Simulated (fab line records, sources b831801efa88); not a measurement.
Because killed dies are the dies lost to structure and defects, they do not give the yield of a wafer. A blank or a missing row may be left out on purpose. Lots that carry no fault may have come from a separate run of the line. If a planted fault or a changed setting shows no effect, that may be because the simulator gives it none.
Which tool was responsible? -- flow sky130 -- 39 wafers from 13 lots sampled at 3 of the route's 708 steps

## WHAT EACH GAUGE READ, for each wafer
SKY_VT_ADJUST_HVTP_TW_MEAS_11.
lot,measured,on,VT_ADJUST_HVTP_TW
L564,day 6 15:27,film_metro-02,1349 1347 1350
L565,day 7 02:19,film_metro-02,1362 1357 1349
L566,day 7 06:33,film_metro-03,1344 1345 1343
L567,day 7 12:42,film_metro-03,1339 1337 1342
L569,day 7 23:30,film_metro-02,1344 1353 1352
L571,day 8 11:33,film_metro-03,1335 1331 1329
L572,day 8 19:02,film_metro-02,1358 1348 1363
L573,day 9 02:47,film_metro-03,1336 1342 1337
L574,day 9 04:36,film_metro-03,1344 1335 1337
L578,day 10 14:00,film_metro-03,1330 1328 1327
L579,day 10 19:17,film_metro-02,30 30 30 30 30 30
L584,day 11 23:19,film_metro-04,1394 1384 1380
L585,day 12 06:31,film_metro-02,1357 1353 1359

## WHAT TOOL EACH LOT RAN ON (gives the tool, then ch and the chambers of the sampled wafers, and finally the start)
lot,SKY_NWELL_STRIP_25,SKY_VT_ADJUST_HVTP_STRIP_10
L564,"plasma_asher-01 ch 0,1, day 5 19:26","plasma_asher-02 ch 0,1, day 6 15:20"
L565,"plasma_asher-01 ch 0,1, day 6 06:11","plasma_asher-03 ch 0,1, day 7 02:13"
L566,"plasma_asher-01 ch 0,1, day 6 10:35","plasma_asher-04 ch 0,1, day 7 06:27"
L567,"plasma_asher-04 ch 0,1, day 6 15:52","plasma_asher-03 ch 0,1, day 7 12:36"
L569,"plasma_asher-02 ch 0,1, day 7 02:53","plasma_asher-04 ch 0,1, day 7 23:24"
L571,"plasma_asher-01 ch 1, day 7 13:47","plasma_asher-04 ch 1, day 8 11:26"
L572,"plasma_asher-02 ch 0,1, day 7 20:53","plasma_asher-03 ch 0,1, day 8 18:56"
L573,"plasma_asher-02 ch 1, day 8 04:56","plasma_asher-04 ch 0,1, day 9 02:41"
L574,"plasma_asher-02 ch 0,1, day 8 06:46","plasma_asher-04 ch 0,1, day 9 04:29"
L578,"plasma_asher-01 ch 0,1, day 9 15:05","plasma_asher-03 ch 0,1, day 10 13:53"
L579,"plasma_asher-01 ch 0,1, day 9 19:53","plasma_asher-02 ch 0,1, day 10 19:11"
L584,"plasma_asher-04 ch 0,1, day 10 22:34","plasma_asher-04 ch 0,1, day 11 23:13"
L585,"plasma_asher-02 ch 0,1, day 11 06:10","plasma_asher-02 ch 0,1, day 12 06:26"
- SKY_NWELL_STRIP_25: strips in O2/N2.
- SKY_VT_ADJUST_HVTP_STRIP_10: strips in O2/N2.

## WHAT THE TOOLS THEMSELVES READ (means of the sampled wafers that have a number; where no wafer has one, the mark that the record gives instead)
SKY_NWELL_STRIP_25.
lot,tool,chamber_pressure_mTorr (mTorr),drypump_motor_current_A (A),oes_product_au (a.u.),strip_time_to_endpoint_s (s)
L564,plasma_asher-01,1501.0,5.4,0.722,36.90
L565,plasma_asher-01,1500.8,5.4,0.726,36.91
L566,plasma_asher-01,1500.0,5.3,0.724,36.90
L567,plasma_asher-04,1500.0,6.3,0.719,37.12
L569,plasma_asher-02,1499.4,5.6,0.721,36.98
L571,plasma_asher-01,1502.0,5.5,0.723,36.92
L572,plasma_asher-02,1499.8,5.6,0.722,36.77
L573,plasma_asher-02,1500.3,5.6,0.721,36.81
L574,plasma_asher-02,1499.6,5.6,0.720,36.90
L578,plasma_asher-01,1500.0,5.4,0.719,36.83
L579,plasma_asher-01,1510.9,5.3,0.849,-
L584,plasma_asher-04,1499.6,6.3,0.723,36.86
L585,plasma_asher-02,1500.3,5.6,0.719,37.11

SKY_VT_ADJUST_HVTP_STRIP_10.
lot,tool,chamber_pressure_mTorr (mTorr),drypump_motor_current_A (A),oes_product_au (a.u.),strip_time_to_endpoint_s (s)
L564,plasma_asher-02,1501.3,5.6,0.717,14.35
L565,plasma_asher-03,1499.7,6.4,0.711,14.29
L566,plasma_asher-04,1500.0,6.2,0.718,14.30
L567,plasma_asher-03,1499.6,6.0,0.715,14.30
L569,plasma_asher-04,1500.3,6.2,0.716,14.32
L571,plasma_asher-04,1500.9,6.3,0.710,14.29
L572,plasma_asher-03,1500.5,6.0,0.714,14.28
L573,plasma_asher-04,1500.8,6.2,0.716,14.42
L574,plasma_asher-04,1500.1,6.2,0.718,14.29
L578,plasma_asher-03,1500.2,6.0,0.713,14.38
L579,plasma_asher-02,1499.8,5.6,0.723,50.80
L584,plasma_asher-04,1500.6,6.2,0.713,14.33
L585,plasma_asher-02,1501.0,5.6,0.715,14.33

## THE ANSWER, worked out from the rows above alone
Rule: the usual values come from the lots themselves. Put in order of their means at a reading, lots are off if they are a third of the lots or fewer, leave a main group of 4 or more, and stand apart from it by a gap of 3 or more times the standard deviation of the main group's means; of several such gaps the widest counts. A main group whose means are all the same, to the digits that the tables above print for the reading, isn't used. Also off: a lot with no number at a reading for which 4 or more lots have one. All remaining lots with rows at the step are treated as sound. Order of review: gauges by route order, followed by the tools' own readings, for which a lot's mean as printed above is used. At the first step where some lot is off, the reading lying furthest off is the one used; lots without a number count as furthest.
Off: at SKY_VT_ADJUST_HVTP_TW_MEAS_11 (VT_ADJUST_HVTP_TW), L579. Main group: mean 1348, sd 15.
If a tool, at a process step before that reading, ran all the lots that are off and no sound lot after the first of them, it fits. The gauges at SKY_VT_ADJUST_HVTP_TW_MEAS_11 aren't tried: what is off there is off at SKY_NWELL_STRIP_25 too, on other tools, and a gauge's error can't cause that. One fits: SKY_NWELL_STRIP_25 on plasma_asher-01. A fault onset in the window from L578 (day 9 15:05, its last sound lot) to L579 (day 9 19:53, its first lot off) fits.
The tool's own readings at SKY_NWELL_STRIP_25 bear it out: on the lots that are off they differ by more than 5 times the standard deviation of the sound lots' means. chamber_pressure_mTorr reads 1510.9 mTorr there against 1500.2 mTorr on the sound lots; oes_product_au reads 0.849 a.u. there against 0.722 a.u. on the sound lots.
Blank at SKY_NWELL_STRIP_25 on the lots that are off, where sound lots have numbers: strip_time_to_endpoint_s.

## WHAT HAD BEEN PUT IN BY THE SIMULATOR
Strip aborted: plasma_asher-01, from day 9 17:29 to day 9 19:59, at SKY_NWELL_STRIP_25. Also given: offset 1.
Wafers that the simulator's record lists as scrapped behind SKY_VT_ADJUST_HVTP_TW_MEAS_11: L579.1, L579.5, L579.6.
Shown lots that were struck: L579. This agrees with what the rule above found.
